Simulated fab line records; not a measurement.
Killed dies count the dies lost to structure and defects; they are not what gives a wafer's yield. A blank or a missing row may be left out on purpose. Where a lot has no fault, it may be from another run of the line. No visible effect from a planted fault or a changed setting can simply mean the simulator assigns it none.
A struck lot beside a sound one	flow sky130	15 out of 708 route steps
Sound: these wafers, L692.1, L692.3, L692.5. Wafers struck: L696.3, L696.4, L696.5. The cause comes at the end.
At each step with rows: each side's tool, then ch and its chambers, then its first start. Under that, the readings that differ: sound wafers	struck wafers	difference of the means	sigmas: that difference in standard deviations of wafers without a fault.
alike: words and numbers the same on both sides, and readings whose means are apart by under 2 such deviations; not compared: readings that were withheld, readings missing a value for some wafer, numbers with overlapping values and no deviation given by the record, and bounds like >300 which may hide the same value.
A row with sigmas, a row that says differs or no value, or rows on one side alone: a step with any of these is where the two part. Non-overlapping numbers with no deviation appear without sigmas and do not part them. Lack of a reading on every wafer of one side parts them only where that side has two or more wafers.

first, 6 steps without rows for these wafers: SKY_METAL4_COAT_07 (resist thk 60 nm); SKY_METAL4_COAT_08 (resist thk 1140 nm); SKY_METAL4_SOFTBAKE_09 (time 90 s); SKY_METAL4_EXPOSE_10 (exposes mask MM4, target cd 300 nm); SKY_METAL4_PEB_11; SKY_METAL4_DEVELOP_12 (develop time 60 s).
SKY_METAL4_CD_MEAS_13: target cd 300 nm.
  sound on cd_sem-02, day 43 15:56; struck on cd_sem-02, day 44 19:01
  alike: cd_nm
SKY_METAL4_OVL_MEAS_14:
  sound on overlay-01, day 43 16:03; struck on overlay-01, day 44 19:06
  alike: METAL4_OVL
SKY_METAL4_DESCUM_15: chemistry O2, time 8 s.
  sound on rie_metal-02 ch 0,1, day 43 16:05; struck on rie_metal-02 ch 0,1, day 44 19:08
  alike: drypump_motor_current_A, oes_product_au
  not compared: rf_hours_counter_h
SKY_METAL4_ETCH_16: etches BARC in N2/H2, stops on SiO2, time 88.2 s, target depth 60 nm.
  sound on rie_metal-02 ch 0,1, day 43 16:07; struck on rie_metal-02 ch 0,1, day 44 19:11
  alike: drypump_motor_current_A, oes_product_au, throttle_valve_pct
  not compared: rf_hours_counter_h
SKY_METAL4_ETCH_17: etches SiO2 in C4F8/O2/Ar, stops on TiN, time 3.9 s, target depth 15 nm.
  sound on rie_diel-01 ch 0,2, day 43 16:13; struck on rie_diel-01 ch 0,1, day 44 19:15
  alike: oes_product_au
  not compared: rf_hours_counter_h
SKY_METAL4_METAL_ETCH_18: etches the open film in Cl2/BCl3, stops on SiO2, target depth 845 nm, time 183.1 s.
  sound on rie_metal-01 ch 0, day 43 16:14; struck on rie_metal-01 ch 0,1, day 44 19:20
  alike: drypump_motor_current_A, oes_product_au, throttle_valve_pct
  not compared: rf_hours_counter_h
SKY_METAL4_STRIP_19: strips in O2/N2.
  sound on plasma_asher-03 ch 0,1, day 43 16:25; struck on plasma_asher-02 ch 0,1, day 44 19:29
  no value came back on the struck wafers for any of 6 readings (chamber_pressure_mTorr (mTorr), drypump_motor_current_A (A) and others); on the sound wafers chamber_pressure_mTorr (mTorr) reads 1500.6 1499.8 1500.2
reading	sound	struck	difference	sigmas
model.KrF-thick_of_METAL4_COAT_08.thk_nm (nm)	0 0 0	529.8 517.8 518.5	+522.0	
  not compared: rf_hours_counter_h
then, 1 step without rows for these wafers: SKY_METAL4_STRIP_20 (strips in post etch residue remover, time 1200 s).
-- the record jumps here: 4 days lie between the struck wafers' starts before and after (it left off in module METAL4 and takes up again in module PAD_OPEN, whose first step shown is number 708 of the route) --
SKY_PAD_OPEN_PROBE_99:
  record: rows for the struck wafers here (prober-02, day 48 10:19), none for the sound ones

## WHERE THEY PART
At SKY_METAL4_STRIP_19 first; at SKY_PAD_OPEN_PROBE_99 last (within this record only).

WHY: what the simulator had put in
Step skipped in full: plasma_asher-02, at SKY_METAL4_STRIP_19, from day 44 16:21 onward. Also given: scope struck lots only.
